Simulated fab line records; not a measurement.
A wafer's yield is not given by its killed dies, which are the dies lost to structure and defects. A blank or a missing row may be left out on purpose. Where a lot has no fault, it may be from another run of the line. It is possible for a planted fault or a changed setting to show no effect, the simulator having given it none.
Which tool is to blame? ; flow sky130 ; 42 wafers from 14 lots sampled at 5 of the route's 708 steps

== WHAT THE GAUGES READ, wafer by wafer ==
SKY_GATE_OXIDE_OVL_MEAS_10.
lot;measured;on;GATE_OXIDE_OVL (nm)
L289;day 13 17:50;overlay-01;-3.0 -1.8 -2.6
L290;day 14 03:37;overlay-01;0.2 -2.1 -0.3
L294;day 15 11:22;overlay-01;-1.2 -2.2 -1.7
L297;day 16 22:24;overlay-02;- - -
L298;day 17 02:49;overlay-02;- - -
L301;day 18 03:05;overlay-02;-2.7 -2.5 -3.4
L302;day 18 15:12;overlay-01;-2.3 -2.1 -0.1
L303;day 18 15:50;overlay-01;0.0 1.0 -0.8
L305;day 19 13:27;overlay-02;1.7 2.8 -0.9
L307;day 20 00:19;overlay-01;-1.8 0.2 -2.1
L308;day 21 06:43;overlay-01;-0.1 -1.7 -0.1
L310;day 21 07:16;overlay-01;-4.5 0.5 -0.5
L311;day 21 17:02;overlay-02;1.6 2.8 3.2
L312;day 21 20:39;overlay-01;0.6 -1.5 -1.6

SKY_SD_P_TW_MEAS_11.
lot;measured;on;SD_P_TW
L289;day 25 08:12;film-metro-01;2798 2809 2809
L290;day 25 13:50;film-metro-03;2860 2876 2849
L294;day 27 06:52;film-metro-01;2828 2820 2809
L301;day 29 19:10;film-metro-02;2764 2778 2776
L302;day 30 04:37;film-metro-02;2779 2770 2770
L303;day 30 06:46;film-metro-02;2766 2774 2755
L305;day 31 01:31;film-metro-03;2876 2879 2879
L307;day 31 13:12;film-metro-02;2768 2789 2782
L308;day 32 14:10;film-metro-02;2773 2768 2758
L310;day 32 15:03;film-metro-01;2832 2849 2847
L311;day 32 20:59;film-metro-03;2877 2863 2870
L312;day 33 02:21;film-metro-01;2838 2830 2820

SKY_SD_N_RS_MEAS_18: uses a four-point probe to measure.
lot;measured;on;RES_XHIGH_RS (ohm/sq)
L289;day 27 19:04;film-metro-01;335.7 335.0 334.9
L290;day 28 00:53;film-metro-02;332.6 332.8 334.0
L294;day 29 16:14;film-metro-02;333.2 333.4 332.7
L301;day 32 03:25;film-metro-01;335.2 336.4 335.8
L302;day 32 11:58;film-metro-02;333.9 334.0 333.7
L303;day 32 14:34;film-metro-03;332.6 332.2 331.6
L305;day 33 09:17;film-metro-02;334.0 332.2 332.4
L307;day 33 18:57;film-metro-02;333.0 333.0 333.2
L308;day 34 18:32;film-metro-02;334.4 334.9 335.2
L310;day 34 20:04;film-metro-02;334.1 334.8 333.3
L311;day 35 02:31;film-metro-01;332.5 333.4 335.1
L312;day 35 07:52;film-metro-02;332.7 332.1 333.0

SKY_LI_CONTACT_BOW_MEAS_03.
lot;measured;on;LI_CONTACT_BOW (um)
L289;day 27 19:41;film-metro-02;56 58 52
L290;day 28 01:29;film-metro-02;64 54 64
L294;day 29 16:50;film-metro-02;55 51 63
L301;day 32 04:01;film-metro-02;53 49 45
L302;day 32 12:34;film-metro-01;65 41 45
L303;day 32 15:10;film-metro-03;50 49 63
L305;day 33 09:56;film-metro-03;58 53 56
L307;day 33 19:33;film-metro-01;65 57 56
L308;day 34 19:11;film-metro-02;61 63 53
L310;day 34 20:40;film-metro-01;63 57 52
L311;day 35 03:07;film-metro-03;49 60 53
L312;day 35 08:28;film-metro-03;54 53 54

== TOOL THAT RAN EACH LOT (tool first, then ch and the chambers of the sampled wafers, then the start) ==
lot;SKY_GATE_OXIDE_COAT_05
L289;litho-track-02 ch 0, day 13 04:53
L290;litho-track-03 ch 0, day 13 13:46
L294;litho-track-03 ch 0, day 14 21:46
L297;litho-track-04, day 16 07:23
L298;litho-track-03, day 16 11:58
L301;litho-track-04 ch 0, day 17 12:10
L302;litho-track-02 ch 0, day 18 00:26
L303;litho-track-04 ch 0, day 18 00:55
L305;litho-track-02 ch 0, day 18 21:10
L307;litho-track-02 ch 0, day 19 07:50
L308;litho-track-03 ch 0, day 20 15:28
L310;litho-track-02 ch 0, day 20 15:59
L311;litho-track-03 ch 0, day 21 01:37
L312;litho-track-02 ch 0, day 21 06:08
- SKY_GATE_OXIDE_COAT_05: resist thk 1140 nm.

== AS READ BY THE TOOLS THEMSELVES (means over the sampled wafers that have a number; for cases with no such wafer, the mark the record gives instead) ==
SKY_GATE_OXIDE_COAT_05.
lot;tool;chill-plate-temp-C (C);dispense-pressure-kPa (kPa);exhaust-pa (Pa)
L289;litho-track-02;23.13;49.5;46.3
L290;litho-track-03;22.88;52.1;44.6
L294;litho-track-03;23.20;52.1;45.1
L297;litho-track-04;-;-;-
L298;litho-track-03;-;-;-
L301;litho-track-04;23.00;55.5;45.3
L302;litho-track-02;22.91;49.5;45.4
L303;litho-track-04;23.08;55.5;46.0
L305;litho-track-02;23.04;49.6;45.1
L307;litho-track-02;23.04;49.5;43.6
L308;litho-track-03;23.06;52.1;46.4
L310;litho-track-02;22.95;49.5;45.0
L311;litho-track-03;23.06;52.1;45.3
L312;litho-track-02;22.93;49.6;45.3

== THE ANSWER, worked out from the rows above alone ==
Rule: the usual values come from the lots themselves. The widest of any qualifying gaps counts: lots, ordered by their means at a reading, are off when they make up no more than a third of the lots, leave a main group of 4 or more, and stand apart from it by 3 or more times the standard deviation of that group's means. Not used: any main group whose means are identical at the precision the tables above print for the reading. Also off: a lot with no number at a reading for which 4 or more lots have one. All remaining lots with rows at the step are treated as sound. Order of review: gauges by route order, followed by the tools' own readings, for which a lot's mean as printed above is used. The first step at which some lot is off is used, and at that step the reading that is off furthest; a lot without a number counts as furthest.
Off: at SKY_GATE_OXIDE_OVL_MEAS_10 (GATE_OXIDE_OVL), L297, L298. Without a number there: L297, L298. The main group: mean -0.8 nm, standard deviation 1.4.
A tool fits if, at a process step before that reading, it ran every lot that is off, and no sound lot after the first of them. The gauges at SKY_GATE_OXIDE_OVL_MEAS_10 aren't tried: what is off there is off at SKY_GATE_OXIDE_COAT_05 too, on other tools, and a gauge's error can't cause that. No candidate that was tried fits.

== WHAT THE SIMULATOR HAD PUT IN ==
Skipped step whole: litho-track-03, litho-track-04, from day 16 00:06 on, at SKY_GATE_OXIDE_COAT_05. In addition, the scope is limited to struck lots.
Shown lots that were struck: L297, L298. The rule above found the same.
